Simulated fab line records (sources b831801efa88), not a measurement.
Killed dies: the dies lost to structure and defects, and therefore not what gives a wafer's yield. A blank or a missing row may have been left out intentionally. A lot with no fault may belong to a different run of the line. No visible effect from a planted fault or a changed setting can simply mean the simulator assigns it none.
Which tool was responsible? + flow gf180mcu + 36 wafers from 12 lots sampled at 5 of the route's 602 steps

## WHAT EACH GAUGE READ, for each wafer
GF_V4_THK_MEAS_01. Usual: for V4_CVD_00_THK the level is 603 nm and the standard deviation is 7.7.
| lot  | measured     | on            | V4_CVD_00_THK (nm) | flag |
|------|--------------|---------------|--------------------|------|
| L597 | day 23 08:34 | film metro-04 | 610 615 611        |      |
| L599 | day 24 00:23 | film metro-04 | 602 603 605        |      |
| L601 | day 24 19:47 | film metro-02 | 593 603 601        |      |
| L603 | day 25 13:11 | film metro-02 | 590 588 594        |      |
| L605 | day 26 02:23 | film metro-04 | 591 584 594        |      |
| L606 | day 26 08:56 | film metro-04 | 607 605 595        |      |
| L609 | day 27 11:09 | film metro-04 | 606 595 606        |      |
| L610 | day 27 17:12 | film metro-02 | 620 616 611        |      |
| L615 | day 29 09:32 | film metro-02 | 597 607 605        |      |
| L617 | day 30 04:10 | film metro-03 | 913 904 911        | OFF  |
| L619 | day 30 07:49 | film metro-02 | 901 905 897        | OFF  |
| L620 | day 30 13:18 | film metro-03 | 607 595 617        |      |

GF_V4_CD_MEAS_14: target cd 260 nm. Usual: 260.0 nm for cd nm, sd 1.4.
| lot  | measured     | on        | cd nm (nm)        | flag |
|------|--------------|-----------|-------------------|------|
| L597 | day 24 07:07 | cd sem-01 | 257.5 259.2 259.2 |      |
| L599 | day 24 23:35 | cd sem-02 | 260.1 260.7 260.2 |      |
| L601 | day 25 17:57 | cd sem-02 | 258.6 258.9 259.5 |      |
| L603 | day 26 10:50 | cd sem-02 | 260.5 259.8 260.0 |      |
| L605 | day 26 23:40 | cd sem-01 | 260.0 260.9 260.9 |      |
| L606 | day 27 06:10 | cd sem-01 | 259.8 258.9 258.4 |      |
| L609 | day 28 07:10 | cd sem-02 | 258.7 258.2 258.1 |      |
| L610 | day 28 13:58 | cd sem-02 | 258.9 256.5 258.7 |      |
| L615 | day 30 05:00 | cd sem-02 | 258.5 259.0 258.8 |      |
| L617 | day 30 23:01 | cd sem-01 | 260.2 260.7 260.9 |      |
| L619 | day 31 02:27 | cd sem-01 | 261.5 261.2 261.4 |      |
| L620 | day 31 08:18 | cd sem-01 | 260.7 260.3 260.7 |      |

## EACH LOT AND THE TOOL THAT RAN IT (in order: tool; ch and the chambers of the sampled wafers; start)
| lot  | GF_V3_SPUTTER_22             | GF_M4_SPUTTER_03             | GF_V4_CVD_00                     |
|------|------------------------------|------------------------------|----------------------------------|
| L597 | pvd sputter-04, day 22 07:33 | pvd sputter-01, day 22 08:21 | hdpcvd-01 ch 1,2, day 23 08:27   |
| L599 | pvd sputter-04, day 22 23:58 | pvd sputter-01, day 23 00:46 | hdpcvd-01 ch 0,2, day 24 00:19   |
| L601 | pvd sputter-03, day 23 20:04 | pvd sputter-04, day 23 20:52 | hdpcvd-02 ch 0,2, day 24 19:42   |
| L603 | pvd sputter-02, day 24 14:13 | pvd sputter-04, day 24 15:01 | hdpcvd-01 ch 0,2, day 25 13:07   |
| L605 | pvd sputter-04, day 25 03:23 | pvd sputter-04, day 25 04:10 | hdpcvd-02 ch 1,2, day 26 02:19   |
| L606 | pvd sputter-04, day 25 10:50 | pvd sputter-03, day 25 11:37 | hdpcvd-01 ch 0,1,2, day 26 08:51 |
| L609 | pvd sputter-04, day 26 12:23 | pvd sputter-01, day 26 13:11 | hdpcvd-02 ch 0,2, day 27 11:05   |
| L610 | pvd sputter-02, day 26 18:50 | pvd sputter-01, day 26 19:37 | hdpcvd-01 ch 1,2, day 27 17:08   |
| L615 | pvd sputter-02, day 28 12:35 | pvd sputter-04, day 28 13:22 | hdpcvd-01 ch 0,2, day 29 09:27   |
| L617 | pvd sputter-02, day 29 07:44 | pvd sputter-04, day 29 08:32 | hdpcvd-01 ch 1,2, day 30 04:06   |
| L619 | pvd sputter-03, day 29 11:05 | pvd sputter-04, day 29 11:52 | hdpcvd-01 ch 0,2, day 30 07:44   |
| L620 | pvd sputter-04, day 29 17:32 | pvd sputter-01, day 29 18:20 | hdpcvd-02 ch 1,2, day 30 13:13   |
- GF_V3_SPUTTER_22: material TiN, target thk 10 nm, time 40 s.
- GF_M4_SPUTTER_03: material Ti, target thk 10 nm, time 6.7 s.
- GF_V4_CVD_00: deposits SiO2, target thk 600 nm, time 100 s.

## AS READ BY THE TOOLS THEMSELVES (means over the sampled wafers that have a number; for cases with no such wafer, the mark the record gives instead)
GF_V3_SPUTTER_22. Usual: cathode dc power W 4000.0 W, standard deviation 0.65; throttle valve pct 30.2 %, standard deviation 1.5.
| lot  | tool           | cathode dc power W (W) | throttle valve pct (%) | flag |
|------|----------------|------------------------|------------------------|------|
| L597 | pvd sputter-04 | 3999.9                 | 30.8                   |      |
| L599 | pvd sputter-04 | 4000.3                 | 28.6                   |      |
| L601 | pvd sputter-03 | 4000.1                 | 29.7                   |      |
| L603 | pvd sputter-02 | 4000.5                 | 32.7                   |      |
| L605 | pvd sputter-04 | 3999.6                 | 30.5                   |      |
| L606 | pvd sputter-04 | 4000.0                 | 29.1                   |      |
| L609 | pvd sputter-04 | 3999.5                 | 28.9                   |      |
| L610 | pvd sputter-02 | 4000.2                 | 30.0                   |      |
| L615 | pvd sputter-02 | 3999.9                 | 31.0                   |      |
| L617 | pvd sputter-02 | 4000.2                 | 31.7                   |      |
| L619 | pvd sputter-03 | 3999.8                 | 29.0                   |      |
| L620 | pvd sputter-04 | 4000.2                 | 30.1                   |      |

GF_M4_SPUTTER_03. Usual: cathode dc power W 3000.0 W, standard deviation 0.53; throttle valve pct 29.5 %, standard deviation 1.
| lot  | tool           | cathode dc power W (W) | throttle valve pct (%) | flag |
|------|----------------|------------------------|------------------------|------|
| L597 | pvd sputter-01 | 3000.4                 | 29.0                   |      |
| L599 | pvd sputter-01 | 3000.0                 | 29.1                   |      |
| L601 | pvd sputter-04 | 2999.7                 | 29.2                   |      |
| L603 | pvd sputter-04 | 2999.9                 | 28.9                   |      |
| L605 | pvd sputter-04 | 3000.0                 | 28.6                   |      |
| L606 | pvd sputter-03 | 2999.9                 | 29.3                   |      |
| L609 | pvd sputter-01 | 3000.0                 | 30.3                   |      |
| L610 | pvd sputter-01 | 3000.4                 | 29.6                   |      |
| L615 | pvd sputter-04 | 3000.4                 | 31.0                   |      |
| L617 | pvd sputter-04 | 3000.3                 | 29.7                   |      |
| L619 | pvd sputter-04 | 2999.7                 | 29.9                   |      |
| L620 | pvd sputter-01 | 3000.0                 | 29.5                   |      |

GF_V4_CVD_00. Usual: sih4 flow sccm 59.98 sccm, standard deviation 0.18; susceptor temp C 399.91 C, standard deviation 0.2.
| lot  | tool      | sih4 flow sccm (sccm) | susceptor temp C (C) | flag |
|------|-----------|-----------------------|----------------------|------|
| L597 | hdpcvd-01 | 59.93                 | 399.97               |      |
| L599 | hdpcvd-01 | 59.83                 | 400.21               |      |
| L601 | hdpcvd-02 | 59.92                 | 399.76               |      |
| L603 | hdpcvd-01 | 59.88                 | 400.03               |      |
| L605 | hdpcvd-02 | 60.00                 | 400.01               |      |
| L606 | hdpcvd-01 | 59.80                 | 399.78               |      |
| L609 | hdpcvd-02 | 59.85                 | 399.79               |      |
| L610 | hdpcvd-01 | 59.77                 | 399.92               |      |
| L615 | hdpcvd-01 | 60.12                 | 399.85               |      |
| L617 | hdpcvd-01 | 90.21                 | 399.93               | OFF  |
| L619 | hdpcvd-01 | 89.96                 | 399.72               | OFF  |
| L620 | hdpcvd-02 | 59.91                 | 399.85               |      |

## THE ANSWER, worked out from the rows above alone
Rule: lot off if the mean of its wafers having a number is beyond 3 standard deviations from the usual mean. A lot without any number at a reading at which 4 lots or more have one is off too. All remaining lots with rows at the step are treated as sound. First the gauges in route order, then the tools' own readings, where a lot's mean is used as printed above. The first step at which some lot is off is used, and at that step the reading that is off furthest; a lot without a number counts as furthest.
Off: L617, L619, seen at GF_V4_THK_MEAS_01 (V4_CVD_00_THK).
If a tool, at a process step before that reading, ran all the lots that are off and no sound lot after the first of them, it fits. Not tried: the gauges at GF_V4_THK_MEAS_01; whatever is off there is also off at GF_V4_CVD_00, on other tools, and gauge error can't account for it. Undecided on this evidence; 2 tools fit (pvd sputter-04 at GF_M4_SPUTTER_03, hdpcvd-01 at GF_V4_CVD_00).

## WHAT WAS PUT IN BY THE SIMULATOR
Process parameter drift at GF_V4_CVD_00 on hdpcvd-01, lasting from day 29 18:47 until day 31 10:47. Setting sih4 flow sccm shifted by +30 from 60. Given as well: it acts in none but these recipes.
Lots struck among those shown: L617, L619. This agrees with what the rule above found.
